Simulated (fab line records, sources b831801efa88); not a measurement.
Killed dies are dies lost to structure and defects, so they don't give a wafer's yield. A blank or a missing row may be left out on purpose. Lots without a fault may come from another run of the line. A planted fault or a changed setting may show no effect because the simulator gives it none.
Which tool did it? | flow sky130 | 13 lots, 39 wafers sampled, at 5 steps of a route of 708

WHAT THE GAUGES READ, wafer by wafer
SKY_FIELD_ISO_THK_MEAS_04. Usual: FIELD_ISO_CVD_03_THK 165.3 nm, standard deviation 1.6.
lot  | measured    | on            | FIELD_ISO_CVD_03_THK (nm) | flag
L947 | day 1 15:14 | film_metro-02 | 164.1 164.9 164.4         |
L948 | day 1 20:38 | film_metro-02 | 163.9 163.7 162.5         |
L949 | day 2 00:00 | film_metro-04 | 168.1 168.6 166.0         |
L950 | day 2 04:32 | film_metro-02 | 165.9 166.4 167.1         |
L952 | day 2 15:12 | film_metro-02 | 167.8 166.9 166.1         |
L953 | day 2 20:43 | film_metro-03 | 165.5 167.6 166.4         |
L954 | day 3 01:01 | film_metro-02 | 165.4 164.9 164.9         |
L955 | day 3 07:17 | film_metro-02 | 167.3 168.2 167.0         |
L956 | day 3 10:29 | film_metro-02 | 165.9 164.2 165.4         |
L961 | day 4 11:29 | film_metro-03 | 166.8 167.2 165.8         |
L962 | day 4 17:30 | film_metro-03 | 166.3 166.6 165.9         |
L968 | day 6 03:26 | film_metro-03 | 163.3 163.8 163.0         |
L970 | day 6 11:52 | film_metro-03 | 167.2 166.8 165.5         |

SKY_SONOS_ONO_CD_MEAS_13: target cd 410 nm. Usual: cd_nm 409.8 nm, standard deviation 2.4.
lot  | measured     | on        | cd_nm (nm)        | flag
L947 | day 12 18:39 | cd_sem-02 | 411.0 409.6 408.1 |
L948 | day 12 23:16 | cd_sem-01 | 411.6 409.5 410.2 |
L949 | day 13 02:51 | cd_sem-02 | 405.5 404.6 406.9 |
L950 | day 13 09:57 | cd_sem-01 | 412.7 409.6 413.5 |
L952 | day 14 13:26 | cd_sem-02 | 410.8 409.0 411.8 |
L953 | day 15 06:56 | cd_sem-02 | 410.4 409.1 411.3 |
L954 | day 15 07:12 | cd_sem-02 | 409.0 406.3 409.7 |
L955 | day 15 07:48 | cd_sem-02 | 410.4 410.0 410.7 |
L956 | day 15 17:03 | cd_sem-02 | 405.6 406.8 408.7 |
L961 | day 17 05:04 | cd_sem-01 | 410.8 410.6 409.8 |
L962 | day 17 14:21 | cd_sem-02 | 412.2 411.1 409.6 |
L968 | day 19 23:29 | cd_sem-02 | 407.7 405.2 406.8 |
L970 | day 20 12:37 | cd_sem-02 | 410.3 411.0 410.7 |

SKY_POLY_CUT_CD_MEAS_08: target cd 270 nm. Usual: cd_nm 269.8 nm, standard deviation 1.5.
lot  | measured     | on        | cd_nm (nm)        | flag
L947 | day 24 04:45 | cd_sem-02 | 273.0 272.6 273.0 |
L948 | day 24 10:34 | cd_sem-02 | 266.8 267.4 267.9 |
L949 | day 24 23:37 | cd_sem-02 | 266.7 267.5 268.2 |
L950 | day 25 07:17 | cd_sem-02 | 270.0 270.0 271.6 |
L952 | day 26 11:25 | cd_sem-02 | 269.0 269.0 268.9 |
L953 | day 27 01:20 | cd_sem-02 | 267.6 269.3 268.5 |
L954 | day 27 03:07 | cd_sem-02 | 270.0 269.6 270.1 |
L955 | day 27 04:42 | cd_sem-01 | 270.2 270.9 272.6 |
L956 | day 27 06:31 | cd_sem-01 | 268.6 269.9 269.4 |
L961 | day 28 21:46 | cd_sem-01 | 269.3 269.9 269.8 |
L962 | day 29 05:16 | cd_sem-02 | 270.0 270.3 270.1 |
L968 | day 31 08:35 | cd_sem-02 | 269.7 269.3 269.3 |
L970 | day 31 22:02 | cd_sem-01 | 269.5 270.4 268.7 |

WHICH TOOL RAN EACH LOT (tool, then ch and the chambers of the sampled wafers, then the start)
lot  | SKY_VT_ADJUST_PCH_COAT_02         | SKY_VT_ADJUST_PCH_STRIP_09
L947 | litho_track-02 ch 0, day 9 20:07  | plasma_asher-03 ch 0,1, day 10 07:27
L948 | litho_track-03 ch 0, day 10 05:08 | plasma_asher-02 ch 1, day 10 18:00
L949 | litho_track-02 ch 0, day 10 10:10 | plasma_asher-03 ch 0,1, day 10 22:10
L950 | litho_track-02 ch 0, day 10 17:04 | plasma_asher-02 ch 0,1, day 11 04:46
L952 | litho_track-02 ch 0, day 11 13:21 | plasma_asher-02 ch 0,1, day 12 01:18
L953 | litho_track-02 ch 0, day 11 18:57 | plasma_asher-03 ch 1, day 12 06:49
L954 | litho_track-03 ch 0, day 12 02:46 | plasma_asher-04 ch 0,1, day 12 15:07
L955 | litho_track-01 ch 0, day 12 07:18 | plasma_asher-03 ch 0, day 12 20:13
L956 | litho_track-03 ch 0, day 12 19:10 | plasma_asher-04 ch 0,1, day 13 06:54
L961 | litho_track-02 ch 0, day 14 02:25 | plasma_asher-04 ch 0,1, day 14 15:33
L962 | litho_track-02 ch 0, day 14 10:40 | plasma_asher-04 ch 0,1, day 15 01:17
L968 | litho_track-01 ch 0, day 16 15:21 | plasma_asher-04 ch 0,1, day 17 05:47
L970 | litho_track-01 ch 0, day 17 03:11 | plasma_asher-04 ch 0,1, day 17 17:49
- SKY_VT_ADJUST_PCH_COAT_02: resist thk 3000 nm.
- SKY_VT_ADJUST_PCH_STRIP_09: strips in O2/N2.

WHAT THE TOOLS THEMSELVES READ (means of the sampled wafers that have a number; where no wafer has one, the mark that the record gives instead)
SKY_VT_ADJUST_PCH_COAT_02. Usual: spin_speed_rpm 2000.0 rpm, standard deviation 1.2.
lot  | tool           | spin_speed_rpm (rpm) | flag
L947 | litho_track-02 | 1999.4               |
L948 | litho_track-03 | 2000.9               |
L949 | litho_track-02 | 2000.0               |
L950 | litho_track-02 | 1999.0               |
L952 | litho_track-02 | 2000.3               |
L953 | litho_track-02 | 2000.5               |
L954 | litho_track-03 | 1998.5               |
L955 | litho_track-01 | 2000.0               |
L956 | litho_track-03 | 2000.9               |
L961 | litho_track-02 | 2141.8               | OFF
L962 | litho_track-02 | 2139.3               | OFF
L968 | litho_track-01 | 1999.9               |
L970 | litho_track-01 | 2001.3               |

SKY_VT_ADJUST_PCH_STRIP_09. Usual: drypump_motor_current_A 5.9 A, standard deviation 0.34; oes_product_au 0.723 a.u., standard deviation 0.0043; strip_time_to_endpoint_s 36.98 s, standard deviation 0.11.
lot  | tool            | drypump_motor_current_A (A) | oes_product_au (a.u.) | strip_time_to_endpoint_s (s) | flag
L947 | plasma_asher-03 | 6.2                         | 0.719                 | 36.96                        |
L948 | plasma_asher-02 | 6.2                         | 0.726                 | 36.88                        |
L949 | plasma_asher-03 | 6.2                         | 0.721                 | 37.06                        |
L950 | plasma_asher-02 | 5.5                         | 0.723                 | 37.02                        |
L952 | plasma_asher-02 | 5.5                         | 0.723                 | 37.05                        |
L953 | plasma_asher-03 | 6.2                         | 0.723                 | 37.05                        |
L954 | plasma_asher-04 | 5.8                         | 0.726                 | 37.06                        |
L955 | plasma_asher-03 | 6.2                         | 0.725                 | 36.99                        |
L956 | plasma_asher-04 | 5.9                         | 0.722                 | 37.07                        |
L961 | plasma_asher-04 | 5.8                         | 0.726                 | 35.79                        | OFF
L962 | plasma_asher-04 | 5.9                         | 0.720                 | 35.60                        | OFF
L968 | plasma_asher-04 | 5.8                         | 0.726                 | 37.06                        |
L970 | plasma_asher-04 | 5.9                         | 0.722                 | 36.93                        |

THE ANSWER, worked out from the rows above alone
Rule: a lot is off if the mean of its wafers that have a number lies more than 3 standard deviations from the usual mean. A lot without any number at a reading at which 4 lots or more have one is off too. The other lots that the step has rows for count as sound. The gauges are gone through in route order, then the tools' own readings, and for those a lot's mean is taken as printed above. The first step at which some lot is off is used, and at that step the reading that is off furthest; a lot without a number counts as furthest.
Off: L961, L962, at SKY_VT_ADJUST_PCH_COAT_02 (spin_speed_rpm).
A tool fits if, at that step or a process step before it, it ran every lot that is off, and no sound lot after the first of them. One fits: litho_track-02 at SKY_VT_ADJUST_PCH_COAT_02. Its last sound lot is L953 (day 11 18:57), its first lot that is off L961 (day 14 02:25): a fault that began between those two fits.
The tool's own readings at SKY_VT_ADJUST_PCH_COAT_02 bear it out: on the lots that are off they differ by more than 5 times the standard deviation of the sound lots' means. spin_speed_rpm reads 2140.6 rpm there against 2000.1 rpm on the sound lots.

WHAT THE SIMULATOR HAD PUT IN
Process parameter drift: litho_track-02, from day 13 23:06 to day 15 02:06, at SKY_VT_ADJUST_PCH_COAT_02. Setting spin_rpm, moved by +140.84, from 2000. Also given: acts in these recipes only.
Lots struck among those shown: L961, L962. The rule above found the same.
